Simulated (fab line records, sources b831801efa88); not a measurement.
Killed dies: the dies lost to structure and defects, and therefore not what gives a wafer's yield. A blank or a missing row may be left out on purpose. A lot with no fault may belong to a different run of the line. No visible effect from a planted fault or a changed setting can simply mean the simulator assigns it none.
Which tool is to blame? || flow gf180mcu || 36 wafers sampled from 12 lots at 1 step of a route of 602

WHAT EACH GAUGE READ, for each wafer
GF_V2_OVL_MEAS_15.
{"lot": "L075", "measured": "day 20 21:07", "on": "overlay-02", "V2_OVL (nm)": "-6 -9 -8"}
{"lot": "L077", "measured": "day 21 17:49", "on": "overlay-02", "V2_OVL (nm)": "-1 1 -5"}
{"lot": "L079", "measured": "day 22 17:53", "on": "overlay-02", "V2_OVL (nm)": "-5 4 8"}
{"lot": "L080", "measured": "day 22 22:04", "on": "overlay-01", "V2_OVL (nm)": "-5 -3 -1"}
{"lot": "L083", "measured": "day 23 18:55", "on": "overlay-02", "V2_OVL (nm)": "-1 -2 1"}
{"lot": "L085", "measured": "day 24 03:48", "on": "overlay-01", "V2_OVL (nm)": "-3 -4 2"}
{"lot": "L087", "measured": "day 25 14:38", "on": "overlay-02", "V2_OVL (nm)": "3 -3 2"}
{"lot": "L090", "measured": "day 25 20:38", "on": "overlay-01", "V2_OVL (nm)": "-4 0 2"}
{"lot": "L091", "measured": "day 26 10:02", "on": "overlay-02", "V2_OVL (nm)": "-5 -3 -1"}
{"lot": "L093", "measured": "day 26 16:11", "on": "overlay-01", "V2_OVL (nm)": "1 -1 3"}
{"lot": "L095", "measured": "day 27 12:56", "on": "overlay-01", "V2_OVL (nm)": "4 -7 -4"}
{"lot": "L097", "measured": "day 28 07:29", "on": "overlay-01", "V2_OVL (nm)": "8 8 9"}

EACH LOT AND THE TOOL THAT RAN IT (in order: tool; ch and the chambers of the sampled wafers; start)
No process step before these readings appears in the record.

THE ANSWER, worked out from the rows above alone
Rule: what is usual is taken from the lots themselves. Put in order of their means at a reading, lots are off if they are a third of the lots or fewer, leave a main group of 4 or more, and stand apart from it by a gap of 3 or more times the standard deviation of the main group's means; of several such gaps the widest counts. The tables above print the reading to a certain number of digits; a main group whose means all agree to those digits is not used. A lot without any number at a reading at which 4 lots or more have one is off too. All remaining lots with rows at the step are treated as sound.
No lot is off at any reading shown: from this, nothing can be told.

WHAT THE SIMULATOR HAD PUT IN
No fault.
